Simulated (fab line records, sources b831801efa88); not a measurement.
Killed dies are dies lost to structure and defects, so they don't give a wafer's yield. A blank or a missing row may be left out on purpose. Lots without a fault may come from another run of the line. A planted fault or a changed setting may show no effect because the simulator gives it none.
Which tool did it? | flow sky130 | 24 lots, 72 wafers sampled, at 6 steps of a route of 708

WHAT THE GAUGES READ, wafer by wafer
SKY_METAL1_OVL_MEAS_16. Usual: METAL1_OVL -1 nm, standard deviation 5.5.
lot  | measured     | on         | METAL1_OVL (nm) | flag
L074 | day 33 19:00 | overlay-01 | -5 -2 3         |
L075 | day 33 21:20 | overlay-02 | 1 2 5           |
L077 | day 33 23:09 | overlay-02 | -7 -5 -2        |
L076 | day 33 23:31 | overlay-02 | -3 -4 0         |
L078 | day 35 20:23 | overlay-02 | 0 3 -2          |
L079 | day 35 22:19 | overlay-02 | -3 0 2          |
L080 | day 35 22:35 | overlay-01 | 0 -2 -2         |
L081 | day 35 23:47 | overlay-02 | -3 3 9          |
L082 | day 36 00:26 | overlay-01 | -4 -8 1         |
L084 | day 36 07:18 | overlay-01 | 11 8 5          |
L083 | day 36 10:18 | overlay-02 | -2 -5 -7        |
L085 | day 36 10:25 | overlay-01 | -8 -9 -7        |
L086 | day 36 11:47 | overlay-01 | -1 2 6          |
L087 | day 36 22:23 | overlay-02 | 11 13 8         |
L088 | day 37 10:00 | overlay-02 | -1 -1 0         |
L089 | day 37 12:50 | overlay-02 | 2 -2 2          |
L090 | day 38 02:31 | overlay-02 | 1 1 -2          |
L091 | day 38 07:17 | overlay-02 | -14 -11 -11     |
L092 | day 38 11:17 | overlay-02 | 3 2 2           |
L093 | day 39 03:32 | overlay-02 | 7 5 5           |
L094 | day 39 04:31 | overlay-01 | -8 -2 -7        |
L095 | day 39 15:11 | overlay-02 | 2 -2 5          |
L096 | day 39 19:35 | overlay-02 | -11 -10 -7      |
L097 | day 40 00:44 | overlay-01 | -3 -4 -1        |

SKY_VIA1_RS_MEAS_22: measures by four-point-probe. Usual: VIA1_W_RS 0.430 ohm/sq, standard deviation 0.005.
lot  | measured     | on            | VIA1_W_RS (ohm/sq) | flag
L074 | day 35 00:59 | film_metro-04 | 0.425 0.435 0.429  |
L075 | day 35 03:12 | film_metro-03 | 0.434 0.428 0.439  |
L077 | day 35 04:16 | film_metro-02 | 0.421 0.422 0.429  |
L076 | day 35 05:07 | film_metro-04 | 0.424 0.424 0.428  |
L078 | day 37 01:11 | film_metro-04 | 0.422 0.427 0.429  |
L079 | day 37 02:12 | film_metro-04 | 0.423 0.432 0.423  |
L080 | day 37 02:31 | film_metro-02 | 0.425 0.423 0.427  |
L081 | day 37 03:21 | film_metro-02 | 0.426 0.436 0.426  |
L082 | day 37 04:31 | film_metro-02 | 0.427 0.430 0.427  |
L084 | day 37 11:05 | film_metro-02 | 0.424 0.424 0.431  |
L083 | day 37 14:04 | film_metro-02 | 0.429 0.429 0.434  |
L085 | day 37 14:54 | film_metro-03 | 0.424 0.432 0.422  |
L086 | day 37 15:36 | film_metro-03 | 0.425 0.431 0.427  |
L087 | day 38 02:02 | film_metro-03 | 0.434 0.424 0.426  |
L088 | day 38 14:41 | film_metro-03 | 0.440 0.432 0.435  |
L089 | day 38 16:28 | film_metro-04 | 0.431 0.431 0.433  |
L090 | day 39 06:29 | film_metro-04 | 0.429 0.429 0.430  |
L091 | day 39 11:11 | film_metro-04 | 0.436 0.429 0.434  |
L092 | day 39 14:19 | film_metro-04 | 0.436 0.431 0.437  |
L093 | day 40 06:08 | film_metro-03 | 0.428 0.429 0.428  |
L094 | day 40 07:28 | film_metro-03 | 0.436 0.441 0.442  |
L095 | day 40 18:00 | film_metro-02 | 0.426 0.428 0.430  |
L096 | day 40 22:00 | film_metro-04 | 0.431 0.430 0.430  |
L097 | day 41 03:35 | film_metro-02 | 0.427 0.425 0.429  |

SKY_METAL4_CD_MEAS_13: target cd 300 nm. Usual: cd_nm 300.3 nm, standard deviation 1.5.
lot  | measured     | on        | cd_nm (nm)        | flag
L074 | day 42 17:22 | cd_sem-02 | 300.7 299.7 300.2 |
L075 | day 42 17:58 | cd_sem-02 | 298.5 300.4 300.1 |
L077 | day 42 18:16 | cd_sem-01 | 299.6 300.7 301.0 |
L076 | day 42 19:16 | cd_sem-01 | 298.8 298.8 298.7 |
L078 | day 44 11:17 | cd_sem-02 | 302.1 301.0 301.5 |
L079 | day 44 11:25 | cd_sem-01 | 299.7 299.7 301.6 |
L080 | day 44 12:37 | cd_sem-01 | 298.6 298.7 297.6 |
L081 | day 44 11:58 | cd_sem-02 | 301.0 300.8 302.7 |
L082 | day 44 13:46 | cd_sem-01 | 298.4 297.2 298.1 |
L084 | day 44 19:05 | cd_sem-02 | 297.7 298.8 297.8 |
L083 | day 44 21:17 | cd_sem-02 | 301.5 302.7 301.7 |
L085 | day 44 21:37 | cd_sem-02 | 299.0 300.1 299.5 |
L086 | day 44 22:37 | cd_sem-02 | 300.4 300.3 301.0 |
L087 | day 45 08:47 | cd_sem-02 | 299.4 298.2 298.3 |
L088 | day 45 17:26 | cd_sem-01 | 299.6 300.0 299.2 |
L089 | day 45 18:53 | cd_sem-01 | 300.1 300.4 300.3 |
L090 | day 46 07:31 | cd_sem-01 | 301.3 302.3 301.1 |
L091 | day 46 10:40 | cd_sem-01 | 301.4 300.0 301.5 |
L092 | day 46 14:16 | cd_sem-02 | 297.9 297.4 299.3 |
L093 | day 47 01:31 | cd_sem-02 | 304.0 303.2 304.9 |
L094 | day 47 04:53 | cd_sem-01 | 300.9 300.9 299.5 |
L095 | day 47 13:07 | cd_sem-01 | 302.1 303.8 302.3 |
L096 | day 47 15:07 | cd_sem-01 | 300.7 300.8 300.7 |
L097 | day 47 21:02 | cd_sem-02 | 299.8 301.2 300.7 |

SKY_VIA4_BOW_MEAS_03. Usual: VIA4_BOW 80 um, standard deviation 7.2.
lot  | measured     | on            | VIA4_BOW (um) | flag
L074 | day 42 19:01 | film_metro-01 | 64 84 68      |
L075 | day 42 19:55 | film_metro-01 | 85 87 84      |
L077 | day 42 20:16 | film_metro-02 | 86 77 80      |
L076 | day 42 21:28 | film_metro-02 | 72 79 74      |
L078 | day 44 13:02 | film_metro-02 | 60 75 68      |
L079 | day 44 13:19 | film_metro-02 | 88 78 85      |
L080 | day 44 14:19 | film_metro-04 | 78 78 79      |
L081 | day 44 13:45 | film_metro-04 | 70 86 85      |
L082 | day 44 15:34 | film_metro-01 | 83 79 70      |
L084 | day 44 20:50 | film_metro-01 | 72 81 83      |
L083 | day 44 23:05 | film_metro-02 | 78 70 65      |
L085 | day 44 23:22 | film_metro-04 | 85 88 82      |
L086 | day 45 00:13 | film_metro-02 | 88 81 88      |
L087 | day 45 10:24 | film_metro-01 | 82 90 88      |
L088 | day 45 19:05 | film_metro-02 | 85 74 74      |
L089 | day 45 20:33 | film_metro-04 | 82 73 90      |
L090 | day 46 10:42 | film_metro-04 | 78 77 77      |
L091 | day 46 12:19 | film_metro-01 | 92 88 100     |
L092 | day 46 15:55 | film_metro-01 | 79 90 88      |
L093 | day 47 03:08 | film_metro-02 | 79 69 86      |
L094 | day 47 06:32 | film_metro-01 | 68 80 80      |
L095 | day 47 14:55 | film_metro-04 | 89 81 87      |
L096 | day 47 16:54 | film_metro-02 | 79 76 68      |
L097 | day 47 23:08 | film_metro-04 | 83 78 72      |

SKY_VIA4_THK_MEAS_20: measures by xrf. Usual: VIA4_W_THK 517 nm, standard deviation 8.5.
lot  | measured     | on            | VIA4_W_THK (nm) | flag
L074 | day 43 18:20 | film_metro-01 | 515 530 529     |
L075 | day 43 18:44 | film_metro-04 | 518 520 515     |
L077 | day 43 19:08 | film_metro-04 | 505 504 512     |
L076 | day 43 20:33 | film_metro-01 | 516 514 520     |
L078 | day 45 11:57 | film_metro-01 | 527 526 516     |
L079 | day 45 12:48 | film_metro-04 | 497 511 520     |
L080 | day 45 13:59 | film_metro-01 | 532 521 522     |
L081 | day 45 13:09 | film_metro-04 | 517 511 528     |
L082 | day 45 14:33 | film_metro-01 | 515 533 536     |
L084 | day 45 19:55 | film_metro-02 | 525 509 524     |
L083 | day 45 22:16 | film_metro-04 | 512 514 502     |
L085 | day 45 22:55 | film_metro-02 | 522 515 517     |
L086 | day 45 23:14 | film_metro-01 | 515 515 533     |
L087 | day 46 07:58 | film_metro-04 | 505 510 529     |
L088 | day 46 16:31 | film_metro-01 | 530 536 516     |
L089 | day 46 16:58 | film_metro-01 | 516 518 516     |
L090 | day 47 07:48 | film_metro-01 | 517 517 513     |
L091 | day 47 09:58 | film_metro-02 | 519 520 519     |
L092 | day 47 13:07 | film_metro-01 | 519 523 521     |
L093 | day 48 00:18 | film_metro-04 | 516 514 513     |
L094 | day 48 02:04 | film_metro-01 | 518 505 515     |
L095 | day 48 12:15 | film_metro-02 | 510 508 506     |
L096 | day 48 14:38 | film_metro-01 | 525 523 523     |
L097 | day 48 18:37 | film_metro-01 | 529 511 513     |

SKY_PAD_OPEN_BOW_MEAS_13. Usual: PAD_OPEN_BOW 46 um, standard deviation 7.1.
lot  | measured     | on            | PAD_OPEN_BOW (um) | flag
L074 | day 46 15:28 | film_metro-02 | 25 45 29          |
L075 | day 46 15:53 | film_metro-02 | 48 48 48          |
L077 | day 46 16:55 | film_metro-02 | 51 42 46          |
L076 | day 46 17:27 | film_metro-01 | 37 46 39          |
L078 | day 48 06:22 | film_metro-03 | 28 43 35          |
L079 | day 48 07:51 | film_metro-01 | 54 45 51          |
L080 | day 48 09:21 | film_metro-01 | 48 46 50          |
L081 | day 48 08:00 | film_metro-03 | 37 53 53          |
L082 | day 48 09:23 | film_metro-02 | 48 45 36          |
L084 | day 48 11:59 | film_metro-03 | 39 48 49          |
L083 | day 48 15:32 | film_metro-02 | 45 40 32          |
L085 | day 48 15:31 | film_metro-03 | 50 51 46          |
L086 | day 48 17:03 | film_metro-02 | 49 41 47          |
L087 | day 49 01:17 | film_metro-03 | 43 53 50          |
L088 | day 49 08:10 | film_metro-01 | 55 44 45          |
L089 | day 49 08:24 | film_metro-01 | 53 43 61          |
L090 | day 49 19:28 | film_metro-02 | 49 46 47          |
L091 | day 49 22:28 | film_metro-03 | 54 52 62          |
L092 | day 50 01:16 | film_metro-01 | 46 55 55          |
L093 | day 50 07:52 | film_metro-02 | 41 32 49          |
L094 | day 50 09:25 | film_metro-02 | 30 43 43          |
L095 | day 50 18:23 | film_metro-02 | 55 47 54          |
L096 | day 50 22:01 | film_metro-02 | 42 39 32          |
L097 | day 50 23:23 | film_metro-02 | 45 42 34          |

WHICH TOOL RAN EACH LOT (tool, then ch and the chambers of the sampled wafers, then the start)
The record holds no process step before these readings.

WHAT THE TOOLS THEMSELVES READ (means of the sampled wafers that have a number; where no wafer has one, the mark that the record gives instead)
The record holds no such reading with a usual standard deviation.

THE ANSWER, worked out from the rows above alone
Rule: a lot is off if the mean of its wafers that have a number lies more than 3 standard deviations from the usual mean. A lot without any number at a reading at which 4 lots or more have one is off too. The other lots that the step has rows for count as sound. The gauges are gone through in route order, then the tools' own readings, and for those a lot's mean is taken as printed above. The first step at which some lot is off is used, and at that step the reading that is off furthest; a lot without a number counts as furthest.
No lot is off at any reading shown: from this, nothing can be told.

WHAT THE SIMULATOR HAD PUT IN
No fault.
